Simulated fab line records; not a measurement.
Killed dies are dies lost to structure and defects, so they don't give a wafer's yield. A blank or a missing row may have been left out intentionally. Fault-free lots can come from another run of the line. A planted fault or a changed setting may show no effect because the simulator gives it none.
A single fault, viewed from 2 desks    flow gf180mcu    each desk holds nothing but its own numbers, with what lay behind them at the end

METROLOGY DESK
What the gauges read, lot by lot, whatever tool the lot ran on: means of the sampled wafers that have a number. A lot is out of limits, marked OUT, if its mean lies more than 4 standard deviations from the usual mean; the brackets give that distance.
Columns: A = STI_CVD_03_THK at GF_STI_THK_MEAS_04, usual 206.5 nm; B = VT_IMPLANT_2_TW at GF_VT_IMPLANT_TW_MEAS_21, usual 1207
lot   first seen here  A      B
L947  day 1 18:35      202.8  1214
L948  day 2 00:19      206.4  1210
L949  day 2 05:12      205.7  1192
L951  day 2 14:34      207.2  1210
L953  day 3 02:10      208.4  1210
L956  day 3 15:53      207.5  1212
L957  day 3 23:05      209.9  1213
L958  day 4 01:55      204.5  1212
L960  day 4 12:31      209.8  1209
L962  day 4 21:45      205.9  1196
L964  day 5 07:35      206.4  1210
L965  day 5 12:34      206.8  1194
L966  day 5 18:26      209.2  1206
L968  day 6 04:14      205.9  1210
This desk found nothing out of limits on any of the 14 lots.

FOR THE TOOL OWNER'S DESK: iline stepper-02
The tool's own readings at GF_MVSD_EXPOSE_04 (exposes mask MVSD, target cd 1000 nm): means of the sampled wafers that have a number, for each lot that ran on this tool. A lot is out of limits, marked OUT, if its mean lies more than 4 standard deviations from the usual mean; the brackets give that distance.
Columns: A = exposure dose mJ cm2 at GF_MVSD_EXPOSE_04, usual 260.05
lot   first seen here  A
L947  day 4 07:35      260.27
L951  day 5 19:24      259.94
L953  day 5 22:57      260.43
L956  day 6 14:48      245.60 (-50) OUT
L958  day 6 23:01      245.77 (-49) OUT
L960  day 7 12:38      245.80 (-49) OUT
L962  day 7 22:30      245.21 (-51) OUT
This desk's finding: out of limits on L956, L958, L960, L962; first on L956, day 6 14:48 (exposure dose mJ cm2 at GF_MVSD_EXPOSE_04). In limits: L947, L951, L953.

ALL TOGETHER
The tool owner's desk had the chance to raise an alarm at day 6 14:48 on L956, L958, L960, L962.
From the metrology desk's view, nothing was out of limits.
The metrology desk has L956, L958, L960, L962 on record, within its limits.
Every lot named ran GF_MVSD_EXPOSE_04 on iline stepper-02.

WHAT WAS PUT IN BY THE SIMULATOR
Process parameters drifting: iline stepper-02 at GF_MVSD_EXPOSE_04, beginning at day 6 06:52. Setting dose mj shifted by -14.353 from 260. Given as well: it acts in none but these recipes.
Lots struck among those shown: L956, L958, L960, L962.
Each desk's first reading out of limits, in hours after the fault started: the tool owner's desk, 8.
